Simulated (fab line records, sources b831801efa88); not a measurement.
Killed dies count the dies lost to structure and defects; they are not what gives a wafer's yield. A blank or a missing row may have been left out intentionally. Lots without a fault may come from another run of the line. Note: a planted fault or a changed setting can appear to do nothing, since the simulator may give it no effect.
A single fault, viewed from 2 desks | flow sfq-line | only its own numbers are on each desk; what lay behind them is given at the end

== FOR THE TOOL OWNER'S DESK: rie-diel-03 ==
The tool's own readings at SFQ_TRILAYER_I4_VIA_BARC_OPEN_VIA_ETCH_146 (etches BARC in O2, target depth 125 nm, time 41.7 s): means of the sampled wafers that have a number, for each lot that ran on this tool. If a lot's mean is further than 4 standard deviations from the usual mean, the lot is out of limits and carries the mark OUT (the distance appears in the brackets).
Columns: A = drypump-motor-current-A at SFQ_TRILAYER_I4_VIA_BARC_OPEN_VIA_ETCH_146, usual 5.7 A; B = oes-product-au at SFQ_TRILAYER_I4_VIA_BARC_OPEN_VIA_ETCH_146, usual 0.686 a.u.
lot  | first seen here | A   | B
L268 | day 52 20:53    | 5.6 | 0.689
L270 | day 53 05:22    | 6.0 | 0.687
L279 | day 64 15:05    | 5.7 | 0.684
L281 | day 65 15:17    | 5.6 | 0.686
Result from this desk: across the 4 lots, nothing is out of limits.

== THE METROLOGY DESK ==
What the gauges read for every lot (on any tool): the sampled wafers with a number, averaged. If a lot's mean is further than 4 standard deviations from the usual mean, the lot is out of limits and carries the mark OUT (the distance appears in the brackets).
Columns: A = I4_BOW at SFQ_I4_BOW_MEAS_927, usual 5 um; B = I4_OVL at SFQ_I4_OVL_MEAS_928, usual -1 nm
lot  | first seen here | A  | B
L260 | day 40 08:58    | 3  | -2
L268 | day 48 03:51    | -6 | -1
L270 | day 48 10:21    | 16 | 0
L277 | day 57 23:06    | -0 | -5
L279 | day 58 17:08    | 4  | -1
L281 | day 59 12:13    | 8  | 10
Result from this desk: across the 6 lots, nothing is out of limits.

== PUT TOGETHER ==
Nothing out of limits was seen by the tool owner's desk.
From the metrology desk's view, nothing was out of limits.

== WHAT THE SIMULATOR HAD PUT IN ==
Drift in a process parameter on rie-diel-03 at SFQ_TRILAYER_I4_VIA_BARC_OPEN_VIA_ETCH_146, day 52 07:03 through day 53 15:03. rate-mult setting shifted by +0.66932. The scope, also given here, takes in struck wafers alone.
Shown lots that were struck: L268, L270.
